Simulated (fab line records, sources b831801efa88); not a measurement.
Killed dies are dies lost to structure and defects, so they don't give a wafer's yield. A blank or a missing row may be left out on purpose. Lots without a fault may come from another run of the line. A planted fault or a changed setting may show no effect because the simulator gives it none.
Which tool did it? | flow sky130 | 12 lots, 36 wafers sampled, at 4 steps of a route of 708

WHAT THE GAUGES READ, wafer by wafer
SKY_VIA1_THK_MEAS_01.
lot  | measured     | on            | VIA1_HDPCVD_THK (nm)
L486 | day 33 09:01 | film_metro-02 | 1029 1033 1020
L492 | day 35 07:28 | film_metro-02 | 1029 1016 1033
L494 | day 35 12:08 | film_metro-04 | 1020 1012 1016
L499 | day 37 03:40 | film_metro-04 | 1016 1013 1036
L502 | day 38 00:08 | film_metro-02 | 1004 995 1022
L503 | day 38 06:05 | film_metro-04 | 1022 998 1035
L504 | day 38 06:28 | film_metro-04 | 1032 1047 1046
L505 | day 38 15:26 | film_metro-02 | 1039 1026 1018
L506 | day 38 20:08 | film_metro-02 | 1029 1028 1015
L507 | day 38 23:32 | film_metro-01 | 1025 1043 1006
L508 | day 39 06:04 | film_metro-02 | 1043 1043 1031
L509 | day 39 16:42 | film_metro-04 | 1021 1013 1004

SKY_VIA2_OVL_MEAS_13.
lot  | measured     | on         | VIA2_OVL (nm)
L486 | day 36 17:19 | overlay-02 | -10 -1 0
L492 | day 38 14:54 | overlay-02 | 4 -6 -4
L494 | day 38 20:41 | overlay-01 | 6 1 4
L499 | day 40 10:34 | overlay-01 | 0 6 0
L502 | day 41 06:45 | overlay-01 | 0 -3 2
L503 | day 41 10:39 | overlay-01 | 0 0 1
L504 | day 41 12:16 | overlay-01 | 4 0 3
L505 | day 41 21:31 | overlay-01 | 8 6 12
L506 | day 41 23:22 | overlay-02 | 3 6 0
L507 | day 42 04:15 | overlay-01 | 2 0 4
L508 | day 42 10:08 | overlay-01 | -2 -2 6
L509 | day 42 21:13 | overlay-02 | -3 -4 3

WHICH TOOL RAN EACH LOT (tool, then ch and the chambers of the sampled wafers, then the start)
lot  | SKY_METAL1_SPUTTER_04        | SKY_METAL2_ETCH_18
L486 | pvd_sputter-04, day 32 05:05 | rie_metal-02 ch 0, day 35 14:38
L492 | pvd_sputter-01, day 34 03:59 | rie_metal-01 ch 0,1, day 37 12:20
L494 | pvd_sputter-01, day 34 09:02 | rie_metal-01 ch 0,1, day 37 18:28
L499 | pvd_sputter-04, day 36 00:52 | rie_metal-03 ch 0,1, day 39 08:02
L502 | pvd_sputter-01, day 36 20:52 | rie_metal-02 ch 0,1, day 40 04:37
L503 | pvd_sputter-02, day 37 02:45 | rie_metal-03 ch 0,1, day 40 08:59
L504 | pvd_sputter-04, day 37 03:03 | rie_metal-03 ch 0,1, day 40 09:57
L505 | pvd_sputter-04, day 37 13:09 | rie_metal-02 ch 0, day 40 19:58
L506 | pvd_sputter-02, day 37 18:04 | rie_metal-02 ch 0,1, day 40 22:29
L507 | pvd_sputter-01, day 37 21:37 | rie_metal-01 ch 0,1, day 41 03:05
L508 | pvd_sputter-01, day 38 03:49 | rie_metal-01 ch 0,1, day 41 09:01
L509 | pvd_sputter-01, day 38 15:16 | rie_metal-03 ch 0,1, day 41 19:56
- SKY_METAL1_SPUTTER_04: material TiN, target thk 70 nm, time 58.3 s.
- SKY_METAL2_ETCH_18: etches BARC in N2/H2, stops on SiO2, time 45.9 s, target depth 60 nm.

WHAT THE TOOLS THEMSELVES READ (means of the sampled wafers that have a number; where no wafer has one, the mark that the record gives instead)
SKY_METAL1_SPUTTER_04.
lot  | tool           | chamber_pressure_pa (Pa) | throttle_valve_pct (%)
L486 | pvd_sputter-04 | 0.4002                   | 31.4
L492 | pvd_sputter-01 | 0.4006                   | 29.7
L494 | pvd_sputter-01 | 0.4004                   | 29.2
L499 | pvd_sputter-04 | 0.3999                   | 31.3
L502 | pvd_sputter-01 | 0.3994                   | 29.7
L503 | pvd_sputter-02 | 0.4000                   | 30.0
L504 | pvd_sputter-04 | 0.4000                   | 31.0
L505 | pvd_sputter-04 | 0.4003                   | 31.0
L506 | pvd_sputter-02 | 0.3998                   | 30.2
L507 | pvd_sputter-01 | 0.3991                   | 29.6
L508 | pvd_sputter-01 | 0.4003                   | 29.6
L509 | pvd_sputter-01 | 0.3998                   | 29.7

SKY_METAL2_ETCH_18.
lot  | tool         | bias_w (W) | drypump_motor_current_A (A) | h2_flow_sccm (sccm) | oes_product_au (a.u.) | throttle_valve_pct (%)
L486 | rie_metal-02 | 100.2      | 6.7                         | 198.9               | 0.857                 | 13.227
L492 | rie_metal-01 | 86.7       | 5.8                         | 199.9               | 0.854                 | 13.221
L494 | rie_metal-01 | 87.1       | 5.8                         | 200.1               | 0.857                 | 13.219
L499 | rie_metal-03 | 99.9       | 5.3                         | 199.9               | 0.853                 | 13.225
L502 | rie_metal-02 | 100.1      | 6.4                         | 200.5               | 0.854                 | 13.225
L503 | rie_metal-03 | 99.9       | 5.4                         | 200.2               | 0.854                 | 13.224
L504 | rie_metal-03 | 100.0      | 5.4                         | 200.0               | 0.846                 | 13.227
L505 | rie_metal-02 | 100.1      | 6.7                         | 199.4               | 0.860                 | 13.223
L506 | rie_metal-02 | 99.8       | 6.4                         | 200.4               | 0.859                 | 13.224
L507 | rie_metal-01 | 100.1      | 5.8                         | 200.1               | 0.854                 | 13.225
L508 | rie_metal-01 | 100.1      | 5.8                         | 199.7               | 0.855                 | 13.230
L509 | rie_metal-03 | 100.2      | 5.3                         | 199.6               | 0.856                 | 13.220

THE ANSWER, worked out from the rows above alone
Rule: what is usual is taken from the lots themselves. Put in order of their means at a reading, lots are off if they are a third of the lots or fewer, leave a main group of 4 or more, and stand apart from it by a gap of 3 or more times the standard deviation of the main group's means; of several such gaps the widest counts. A main group whose means are all the same, to the digits that the tables above print for the reading, isn't used. A lot without any number at a reading at which 4 lots or more have one is off too. The other lots that the step has rows for count as sound. The gauges are gone through in route order, then the tools' own readings, and for those a lot's mean is taken as printed above. The first step at which some lot is off is used, and at that step the reading that is off furthest; a lot without a number counts as furthest.
Off: L492, L494, at SKY_METAL2_ETCH_18 (bias_w). The main group: mean 100.0 W, standard deviation 0.13.
A tool fits if, at that step or a process step before it, it ran every lot that is off, and no sound lot after the first of them. None of those tried fits.

WHAT THE SIMULATOR HAD PUT IN
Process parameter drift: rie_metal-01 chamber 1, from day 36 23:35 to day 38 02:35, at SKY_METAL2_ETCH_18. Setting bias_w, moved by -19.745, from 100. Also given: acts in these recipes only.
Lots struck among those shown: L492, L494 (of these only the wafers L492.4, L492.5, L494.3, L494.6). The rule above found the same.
